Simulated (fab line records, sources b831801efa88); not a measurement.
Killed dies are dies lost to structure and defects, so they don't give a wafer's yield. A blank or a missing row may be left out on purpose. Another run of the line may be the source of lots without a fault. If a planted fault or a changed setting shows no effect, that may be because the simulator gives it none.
Which of the tools did it? | flow sky130 | 15 lots, 45 wafers sampled, at 4 steps of a route of 708

## WHAT EACH GAUGE READ, for each wafer
SKY_POLY_GATE_THK_MEAS_04.
lot  | measured     | on            | POLY_GATE_CVD_03_THK (nm)
L981 | day 16 00:27 | film-metro-02 | 75.7 75.2 75.5
L983 | day 16 10:52 | film-metro-02 | 76.6 76.8 76.4
L982 | day 16 16:10 | film-metro-02 | 76.0 75.2 75.4
L984 | day 17 06:46 | film-metro-02 | 75.9 75.9 76.2
L988 | day 18 09:08 | film-metro-02 | 75.1 74.9 74.6
L990 | day 19 06:45 | film-metro-04 | 75.2 76.0 75.5
L993 | day 20 03:26 | film-metro-03 | 75.1 75.0 74.9
L995 | day 21 15:07 | film-metro-02 | 74.2 73.4 73.7
L994 | day 21 17:07 | film-metro-03 | 74.5 74.8 74.2
L996 | day 21 21:24 | film-metro-04 | 74.8 74.2 75.2
L998 | day 22 05:40 | film-metro-03 | 73.9 74.8 75.2
L999 | day 22 08:29 | film-metro-04 | 73.6 73.6 73.4
L997 | day 22 10:19 | film-metro-03 | 74.7 73.9 74.3
L101 | day 23 00:04 | film-metro-02 | 74.6 74.5 74.4
L102 | day 23 19:34 | film-metro-02 | 75.5 74.8 75.1

SKY_LDD_P_CD_MEAS_07: the cd target is 380 nm.
lot  | measured     | on        | cd-nm (nm)
L981 | day 19 20:32 | cd-sem-01 | 378.2 378.9 378.7
L983 | day 20 09:11 | cd-sem-01 | 378.1 377.9 375.3
L982 | day 20 14:44 | cd-sem-01 | 379.5 378.6 380.0
L984 | day 21 05:13 | cd-sem-02 | 378.2 380.0 379.1
L988 | day 22 07:09 | cd-sem-02 | 377.4 380.6 380.3
L990 | day 23 07:03 | cd-sem-01 | 382.7 383.7 382.5
L996 | day 25 17:09 | cd-sem-02 | 385.1 381.9 383.4
L998 | day 26 01:20 | cd-sem-01 | 377.1 381.1 380.5
L999 | day 26 05:47 | cd-sem-02 | 385.7 383.7 386.2
L997 | day 26 06:38 | cd-sem-02 | 382.7 380.4 382.2
L101 | day 26 19:05 | cd-sem-02 | 378.1 377.1 381.0
L102 | day 27 12:52 | cd-sem-02 | 378.2 375.4 376.0

## WHAT TOOL EACH LOT RAN ON (gives the tool, then ch and the chambers of the sampled wafers, and finally the start)
lot  | SKY_RES_PROTECT_STRIP_07             | SKY_LDD_N_IMPLANT_12
L981 | plasma-asher-01 ch 0, day 15 21:17   | implanter-03 ch 0, day 18 13:13
L983 | plasma-asher-01 ch 0,1, day 16 09:17 | implanter-02 ch 0, day 19 01:55
L982 | plasma-asher-03 ch 0,1, day 16 14:35 | implanter-03 ch 0, day 19 07:22
L984 | plasma-asher-01 ch 0,1, day 17 05:11 | implanter-02 ch 0, day 19 22:06
L988 | plasma-asher-01 ch 0,1, day 18 07:35 | implanter-02 ch 0, day 21 00:47
L990 | plasma-asher-03 ch 0,1, day 19 05:11 | implanter-04 ch 0, day 22 00:06
L993 | plasma-asher-04 ch 0,1, day 20 01:16 | implanter-04, day 22 18:34
L995 | plasma-asher-04 ch 0,1, day 21 13:32 | implanter-04, day 24 05:13
L994 | plasma-asher-04 ch 0,1, day 21 15:32 | implanter-02, day 24 07:52
L996 | plasma-asher-03 ch 0,1, day 21 19:50 | implanter-04 ch 0, day 24 11:12
L998 | plasma-asher-01 ch 0,1, day 22 04:05 | implanter-02 ch 0, day 24 19:31
L999 | plasma-asher-03 ch 0,1, day 22 06:56 | implanter-03 ch 0, day 24 23:34
L997 | plasma-asher-04 ch 0,1, day 22 08:44 | implanter-04 ch 0, day 25 01:32
L101 | plasma-asher-04 ch 0,1, day 22 22:29 | implanter-03 ch 0, day 25 13:47
L102 | plasma-asher-04 ch 0,1, day 23 17:32 | implanter-04 ch 0, day 26 08:18
- SKY_RES_PROTECT_STRIP_07: strips in O2/N2.
- SKY_LDD_N_IMPLANT_12

## AS READ BY THE TOOLS THEMSELVES (means over the sampled wafers that have a number; for cases with no such wafer, the mark the record gives instead)
SKY_RES_PROTECT_STRIP_07.
lot  | tool            | drypump-motor-current-A (A) | n2-flow-sccm (sccm) | o2-flow-sccm (sccm) | oes-product-au (a.u.) | strip-time-to-endpoint-s (s)
L981 | plasma-asher-01 | 5.5                         | 300.2               | 3007                | 0.515                 | 23.32
L983 | plasma-asher-01 | 5.6                         | 300.0               | 2998                | 0.512                 | 23.31
L982 | plasma-asher-03 | 5.8                         | 298.7               | 3011                | 0.516                 | 23.24
L984 | plasma-asher-01 | 5.6                         | 299.1               | 2996                | 0.516                 | 23.27
L988 | plasma-asher-01 | 5.5                         | 300.2               | 2998                | 0.513                 | 23.26
L990 | plasma-asher-03 | 5.8                         | 300.2               | 2999                | 0.515                 | 23.29
L993 | plasma-asher-04 | 5.9                         | 300.0               | 3005                | 0.518                 | 23.25
L995 | plasma-asher-04 | 6.0                         | 300.9               | 2985                | 0.523                 | 23.25
L994 | plasma-asher-04 | 5.6                         | 299.8               | 2997                | 0.519                 | 23.34
L996 | plasma-asher-03 | 5.9                         | 300.4               | 2999                | 0.520                 | 23.34
L998 | plasma-asher-01 | 5.6                         | 300.3               | 3003                | 0.514                 | 23.31
L999 | plasma-asher-03 | 5.8                         | 300.3               | 2996                | 0.513                 | 23.31
L997 | plasma-asher-04 | 5.6                         | 299.8               | 3003                | 0.517                 | 23.30
L101 | plasma-asher-04 | 5.6                         | 299.9               | 2997                | 0.514                 | 23.35
L102 | plasma-asher-04 | 5.9                         | 299.6               | 3003                | 0.519                 | 23.25

SKY_LDD_N_IMPLANT_12.
lot  | tool         | beam-energy-keV | beam-on-s (s)
L981 | implanter-03 | 49.986          | 9.76
L983 | implanter-02 | 49.997          | 9.95
L982 | implanter-03 | 50.002          | 10.07
L984 | implanter-02 | 50.004          | 10.04
L988 | implanter-02 | 50.006          | 9.93
L990 | implanter-04 | 49.982          | 10.04
L993 | implanter-04 | -               | -
L995 | implanter-04 | -               | -
L994 | implanter-02 | -               | -
L996 | implanter-04 | 50.004          | 9.92
L998 | implanter-02 | 50.020          | 10.04
L999 | implanter-03 | 50.007          | 9.83
L997 | implanter-04 | 49.998          | 9.84
L101 | implanter-03 | 49.973          | 10.05
L102 | implanter-04 | 50.000          | 9.88

## THE ANSWER, worked out from the rows above alone
Rule: what is usual is taken from the lots themselves. Put in order of their means at a reading, lots are off if they are a third of the lots or fewer, leave a main group of 4 or more, and stand apart from it by a gap of 3 or more times the standard deviation of the main group's means; of several such gaps the widest counts. Not used: any main group whose means are identical at the precision the tables above print for the reading. Also off: a lot with no number at a reading for which 4 or more lots have one. All remaining lots with rows at the step are treated as sound. The gauges are gone through in route order, then the tools' own readings, and for those a lot's mean is taken as printed above. The first step at which some lot is off is used, and at that step the reading that is off furthest; a lot without a number counts as furthest.
Off at SKY_LDD_N_IMPLANT_12 (beam-energy-keV): L993, L995, L994. Without a number there: L993, L995, L994. For the main group the mean is 49.998 and the standard deviation 0.012.
If a tool, at that step or one of the process steps before it, ran each lot that is off and ran no sound lot following the first of them, it fits. Not one of the candidates tried fits.

## WHAT WAS PUT IN BY THE SIMULATOR
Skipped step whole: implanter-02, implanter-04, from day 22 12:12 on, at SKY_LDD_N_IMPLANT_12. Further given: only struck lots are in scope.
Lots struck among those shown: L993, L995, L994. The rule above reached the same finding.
